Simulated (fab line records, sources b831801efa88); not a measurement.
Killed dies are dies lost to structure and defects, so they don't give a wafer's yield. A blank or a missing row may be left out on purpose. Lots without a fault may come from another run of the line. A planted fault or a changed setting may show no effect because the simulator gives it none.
Problem report in the 8D (eight disciplines) form, filled by code | flow sky130 | the parts of the form that need people (team, actions taken, sign-off) are left out

1. THE PROBLEM
LDD_HVN_TW at SKY_LDD_HVN_TW_MEAS_10 reads a mean of 30 on 3 wafers of 1 lot; wafers without a fault read 1430 with a standard deviation of 12. That is -99 or more standard deviations from the usual mean.
First seen on wafer L649.1, day 28 08:41, on film_metro-02. The record holds 33 wafers of 11 lots with a number at this step. Rule for "out", or "out of limits": more than 4 standard deviations from the usual mean. The other wafers with a number count as sound.

2. WHAT IT IS AND WHAT IT IS NOT
question                    | is                     | is not
which readings at this step | LDD_HVN_TW             | -
which lots                  | L649                   | L629, L631, L632, L633, L634, L636, L638, L639, L640, L651
which wafers of those lots  | all that have a number | -
read on which gauges        | film_metro-02          | film_metro-01, film_metro-03
when                        | from day 28 08:41      | up to then (30 sound wafers)

3. SUSPECTS, AND WHAT RULES EACH OUT
Counting: a tool at a process step up to the reading stays a suspect if it ran every lot that is out and no sound lot after the first of them.
- the gauge at SKY_LDD_HVN_TW_MEAS_10: ruled out. All the wafers that are out were read on film_metro-02, but those of them that SKY_LDD_P_STRIP_10 has rows for are out there too, on other tools.
- plasma_asher-01 at SKY_LDD_P_STRIP_10 (strips in O2/N2): kept. It ran the lot that is out, L649 (day 27 04:04), and no sound lot after that; its last sound lot up to then is L640 (day 23 01:21). Its own readings are out on those wafers: oes_product_au.
- plasma_asher-04 at SKY_LDD_HVN_STRIP_09 (strips in O2/N2): kept. It ran the lot that is out, L649 (day 28 08:35), and no sound lot after that; its last sound lot up to then is L638 (day 23 16:54). Its own readings are out on those wafers: oes_product_au, strip_time_to_endpoint_s.
Left after counting: plasma_asher-01 at SKY_LDD_P_STRIP_10, plasma_asher-04 at SKY_LDD_HVN_STRIP_09.

4. THE CAUSE (what the simulator had put in)
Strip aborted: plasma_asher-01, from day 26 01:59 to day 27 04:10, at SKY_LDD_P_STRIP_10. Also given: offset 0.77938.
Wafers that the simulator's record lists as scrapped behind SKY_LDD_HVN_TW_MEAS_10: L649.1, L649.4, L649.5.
Counting left 2 suspects, and this tool is among them.

5. THE CHAIN OF EFFECTS, in route order
Each row: a reading whose mean over the struck wafers that have a number lies more than 3 standard deviations from the usual. Only readings for which the record gives a usual standard deviation are gone through. hours: the time from each lot's start at the first step in this table that gives one to its start at this step, as a median over the lots. sigmas: the change in usual standard deviations.
hours | step                   | reading                  | usual      | on struck wafers | change | sigmas
0     | SKY_LDD_P_STRIP_10     | oes_product_au           | 0.716 a.u. | 0.924            | +0.208 | +44
29    | SKY_LDD_HVN_STRIP_09   | oes_product_au           | 0.408 a.u. | 0.715            | +0.307 | +67
29    | SKY_LDD_HVN_STRIP_09   | strip_time_to_endpoint_s | 4.138 s    | 13.779           | +9.641 | +99 or more
29    | SKY_LDD_HVN_TW_MEAS_10 | LDD_HVN_TW               | 1430       | 30               | -1400  | -99 or more
The process steps in it:
- SKY_LDD_P_STRIP_10: strips in O2/N2.
- SKY_LDD_HVN_STRIP_09: strips in O2/N2.
Readings that are blank on the struck wafers while sound wafers have them: strip_time_to_endpoint_s at SKY_LDD_P_STRIP_10.

6. WHAT WOULD HAVE CAUGHT IT SOONER
In this record the first reading out of limits at a measuring or inspecting step was taken at day 28 08:41, 55 hours after the fault began at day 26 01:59.
The tool's own readings at SKY_LDD_P_STRIP_10 were out on every struck wafer that the step has a row for (oes_product_au): an alarm limit on them would have fired on the first of those.
All the lots that are out (1) had begun SKY_LDD_P_STRIP_10 on plasma_asher-01 by day 28 08:41. A hold on the tool at that time would have spared none of them.
